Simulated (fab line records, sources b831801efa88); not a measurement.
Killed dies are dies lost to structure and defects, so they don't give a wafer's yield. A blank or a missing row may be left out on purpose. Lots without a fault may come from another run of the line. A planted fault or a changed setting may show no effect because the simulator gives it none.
Which tool did it? | flow sfq_line | 15 lots, 45 wafers sampled, at 4 steps of a route of 325

WHAT THE GAUGES READ, wafer by wafer
The record holds no reading of a measuring or inspecting step that can be judged against a usual standard deviation.

WHICH TOOL RAN EACH LOT (tool, then ch and the chambers of the sampled wafers, then the start)
lot  | SFQ_TRILAYER_M6_BARC_OPEN_METAL_ETCH_206 | SFQ_TRILAYER_M6_ETCH_METAL_ETCH_162 | SFQ_TRILAYER_I6_VIA_LITHO_EXPOSE_170 | SFQ_TRILAYER_I6_VIA_ETCH_VIA_ETCH_172
L660 | rie_metal-03 ch 0,1, day 72 04:46        | rie_metal-03 ch 0,1, day 72 04:49   | krf_scanner-01 ch 0, day 72 11:38    | rie_diel-03 ch 2,3, day 72 13:01
L661 | rie_metal-03 ch 0,1, day 72 08:23        | rie_metal-03 ch 0,1, day 72 08:28   | krf_scanner-01 ch 0, day 72 14:52    | rie_diel-01 ch 0,1,2, day 72 16:03
L664 | rie_metal-04 ch 0,1, day 72 17:14        | rie_metal-04 ch 0,1, day 72 17:19   | krf_scanner-01 ch 0, day 72 23:52    | rie_diel-04 ch 0,2,3, day 73 01:03
L665 | rie_metal-03 ch 0,1, day 72 18:25        | rie_metal-03 ch 0,1, day 72 18:28   | krf_scanner-01 ch 0, day 73 00:52    | rie_diel-04 ch 1,2,3, day 73 02:15
L666 | rie_metal-03 ch 0,1, day 72 23:49        | rie_metal-03 ch 0,1, day 72 23:52   | krf_scanner-01 ch 0, day 73 06:37    | rie_diel-01 ch 1,3, day 73 08:11
L667 | rie_metal-03 ch 0,1, day 73 04:37        | rie_metal-03 ch 0,1, day 73 04:41   | krf_scanner-01 ch 0, day 73 10:56    | rie_diel-01 ch 0,1,2, day 73 12:18
L668 | rie_metal-01 ch 1, day 73 15:26          | rie_metal-01 ch 1, day 73 15:34     | krf_scanner-01 ch 0, day 73 22:30    | rie_diel-03 ch 0,2, day 73 23:54
L670 | rie_metal-04 ch 0,1, day 80 03:00        | rie_metal-04 ch 0,1, day 80 03:05   | krf_scanner-01 ch 0, day 80 09:29    | rie_diel-01 ch 1,2,3, day 80 10:40
L674 | rie_metal-04 ch 0,1, day 81 04:01        | rie_metal-04 ch 0,1, day 81 04:04   | krf_scanner-02, day 85 14:20         | rie_diel-04 ch 0,2,3, day 85 15:43
L675 | rie_metal-03 ch 0, day 81 08:49          | rie_metal-03 ch 0, day 81 08:52     | krf_scanner-02, day 85 17:56         | rie_diel-03 ch 1,3, day 85 19:19
L676 | rie_metal-03 ch 0,1, day 81 12:25        | rie_metal-03 ch 0,1, day 81 12:28   | krf_scanner-02, day 85 20:08         | rie_diel-01 ch 1,2, day 85 21:43
L677 | rie_metal-01 ch 0,1, day 81 14:49        | rie_metal-01 ch 0,1, day 81 14:52   | krf_scanner-02 ch 0, day 85 21:20    | rie_diel-03 ch 0,1,3, day 85 22:55
L680 | rie_metal-01 ch 0,1, day 81 18:25        | rie_metal-01 ch 0,1, day 81 18:28   | krf_scanner-02 ch 0, day 86 02:08    | rie_diel-04 ch 0,1,3, day 86 03:43
L681 | rie_metal-04 ch 0,1, day 81 20:49        | rie_metal-04 ch 0,1, day 81 20:52   | krf_scanner-01 ch 0, day 86 04:53    | rie_diel-01 ch 1,2,3, day 86 06:28
L683 | rie_metal-04 ch 0,1, day 82 05:13        | rie_metal-04 ch 0,1, day 82 05:16   | krf_scanner-02 ch 0, day 86 09:35    | rie_diel-01 ch 0,1,3, day 86 11:10
- SFQ_TRILAYER_M6_BARC_OPEN_METAL_ETCH_206: etches BARC in O2, target depth 125 nm, time 41.7 s.
- SFQ_TRILAYER_M6_ETCH_METAL_ETCH_162: etches Nb in Cl2/Ar, stops on SiO2, target depth 240 nm, time 120 s.
- SFQ_TRILAYER_I6_VIA_LITHO_EXPOSE_170: exposes mask I6, target cd 700 nm.
- SFQ_TRILAYER_I6_VIA_ETCH_VIA_ETCH_172: etches SiO2 in CHF3, stops on Nb, target depth 260 nm.

WHAT THE TOOLS THEMSELVES READ (means of the sampled wafers that have a number; where no wafer has one, the mark that the record gives instead)
SFQ_TRILAYER_M6_BARC_OPEN_METAL_ETCH_206.
lot  | tool         | bias_w (W) | chamber_pressure_mTorr (mTorr) | drypump_motor_current_A (A) | oes_product_au (a.u.)
L660 | rie_metal-03 | 79.59      | 10.009                         | 5.8                         | 0.685
L661 | rie_metal-03 | 79.91      | 10.005                         | 5.8                         | 0.679
L664 | rie_metal-04 | 79.85      | 10.004                         | 6.3                         | 0.686
L665 | rie_metal-03 | 80.03      | 10.001                         | 5.8                         | 0.684
L666 | rie_metal-03 | 79.83      | 10.009                         | 5.8                         | 0.683
L667 | rie_metal-03 | 80.24      | 10.008                         | 5.8                         | 0.681
L668 | rie_metal-01 | 80.19      | 10.001                         | 6.2                         | 0.682
L670 | rie_metal-04 | 80.06      | 9.998                          | 5.9                         | 0.690
L674 | rie_metal-04 | -          | -                              | -                           | -
L675 | rie_metal-03 | -          | -                              | -                           | -
L676 | rie_metal-03 | -          | -                              | -                           | -
L677 | rie_metal-01 | 80.04      | 10.008                         | 6.4                         | 0.689
L680 | rie_metal-01 | 79.75      | 10.002                         | 6.4                         | 0.685
L681 | rie_metal-04 | 80.04      | 9.996                          | 6.3                         | 0.685
L683 | rie_metal-04 | 80.25      | 9.992                          | 5.9                         | 0.682

SFQ_TRILAYER_M6_ETCH_METAL_ETCH_162.
lot  | tool         | bias_w (W) | chamber_pressure_mTorr (mTorr) | drypump_motor_current_A (A) | oes_product_au (a.u.)
L660 | rie_metal-03 | 79.99      | 9.992                          | 5.8                         | 0.889
L661 | rie_metal-03 | 80.21      | 10.003                         | 5.8                         | 0.894
L664 | rie_metal-04 | 80.24      | 9.996                          | 6.3                         | 0.900
L665 | rie_metal-03 | 80.20      | 9.990                          | 5.8                         | 0.896
L666 | rie_metal-03 | 80.38      | 9.995                          | 5.8                         | 0.902
L667 | rie_metal-03 | 80.18      | 9.985                          | 5.8                         | 0.903
L668 | rie_metal-01 | 79.77      | 10.000                         | 6.2                         | 0.903
L670 | rie_metal-04 | 80.04      | 10.003                         | 5.9                         | 0.899
L674 | rie_metal-04 | 80.08      | 9.996                          | 5.9                         | 0.372
L675 | rie_metal-03 | 80.05      | 10.000                         | 5.9                         | 0.375
L676 | rie_metal-03 | 80.13      | 9.990                          | 5.8                         | 0.371
L677 | rie_metal-01 | 79.80      | 9.996                          | 6.4                         | 0.899
L680 | rie_metal-01 | 80.27      | 10.002                         | 6.4                         | 0.903
L681 | rie_metal-04 | 80.12      | 10.003                         | 6.3                         | 0.899
L683 | rie_metal-04 | 79.92      | 10.001                         | 6.0                         | 0.897

SFQ_TRILAYER_I6_VIA_LITHO_EXPOSE_170.
lot  | tool           | exposure_dose_mJ_cm2 | focus_offset_nm (nm)
L660 | krf_scanner-01 | 21.308               | 0.0
L661 | krf_scanner-01 | 21.305               | -0.2
L664 | krf_scanner-01 | 21.293               | 0.3
L665 | krf_scanner-01 | 21.273               | 0.1
L666 | krf_scanner-01 | 21.322               | -0.1
L667 | krf_scanner-01 | 21.293               | -0.0
L668 | krf_scanner-01 | 21.313               | -0.6
L670 | krf_scanner-01 | 21.299               | -0.2
L674 | krf_scanner-02 | -                    | -
L675 | krf_scanner-02 | -                    | -
L676 | krf_scanner-02 | -                    | -
L677 | krf_scanner-02 | 21.286               | 0.4
L680 | krf_scanner-02 | 21.294               | 0.2
L681 | krf_scanner-01 | 21.298               | -0.5
L683 | krf_scanner-02 | 21.305               | -0.1

SFQ_TRILAYER_I6_VIA_ETCH_VIA_ETCH_172.
lot  | tool        | bias_w (W) | chamber_pressure_mTorr (mTorr) | drypump_motor_current_A (A) | oes_product_au (a.u.)
L660 | rie_diel-03 | 79.61      | 29.996                         | 5.4                         | 0.856
L661 | rie_diel-01 | 79.92      | 29.961                         | 5.6                         | 0.850
L664 | rie_diel-04 | 79.94      | 30.018                         | 5.5                         | 0.857
L665 | rie_diel-04 | 79.84      | 29.976                         | 5.6                         | 0.858
L666 | rie_diel-01 | 80.10      | 30.002                         | 6.0                         | 0.856
L667 | rie_diel-01 | 79.76      | 30.018                         | 5.6                         | 0.854
L668 | rie_diel-03 | 80.09      | 30.003                         | 5.8                         | 0.861
L670 | rie_diel-01 | 79.98      | 30.005                         | 5.9                         | 0.858
L674 | rie_diel-04 | 80.01      | 29.973                         | 5.5                         | 0.379
L675 | rie_diel-03 | 79.92      | 30.027                         | 5.3                         | 0.375
L676 | rie_diel-01 | 80.12      | 29.981                         | 6.0                         | 0.376
L677 | rie_diel-03 | 80.10      | 30.004                         | 5.6                         | 0.853
L680 | rie_diel-04 | 79.98      | 30.006                         | 5.3                         | 0.855
L681 | rie_diel-01 | 80.17      | 29.997                         | 5.9                         | 0.853
L683 | rie_diel-01 | 80.16      | 29.999                         | 5.7                         | 0.861

THE ANSWER, worked out from the rows above alone
Rule: what is usual is taken from the lots themselves. Put in order of their means at a reading, lots are off if they are a third of the lots or fewer, leave a main group of 4 or more, and stand apart from it by a gap of 3 or more times the standard deviation of the main group's means; of several such gaps the widest counts. A main group whose means are all the same, to the digits that the tables above print for the reading, isn't used. A lot without any number at a reading at which 4 lots or more have one is off too. The other lots that the step has rows for count as sound. The gauges are gone through in route order, then the tools' own readings, and for those a lot's mean is taken as printed above. The first step at which some lot is off is used, and at that step the reading that is off furthest; a lot without a number counts as furthest.
Off: L674, L675, L676, at SFQ_TRILAYER_M6_BARC_OPEN_METAL_ETCH_206 (bias_w). Without a number there: L674, L675, L676. The main group: mean 79.98 W, standard deviation 0.19.
A tool fits if, at that step or a process step before it, it ran every lot that is off, and no sound lot after the first of them. None of those tried fits.

WHAT THE SIMULATOR HAD PUT IN
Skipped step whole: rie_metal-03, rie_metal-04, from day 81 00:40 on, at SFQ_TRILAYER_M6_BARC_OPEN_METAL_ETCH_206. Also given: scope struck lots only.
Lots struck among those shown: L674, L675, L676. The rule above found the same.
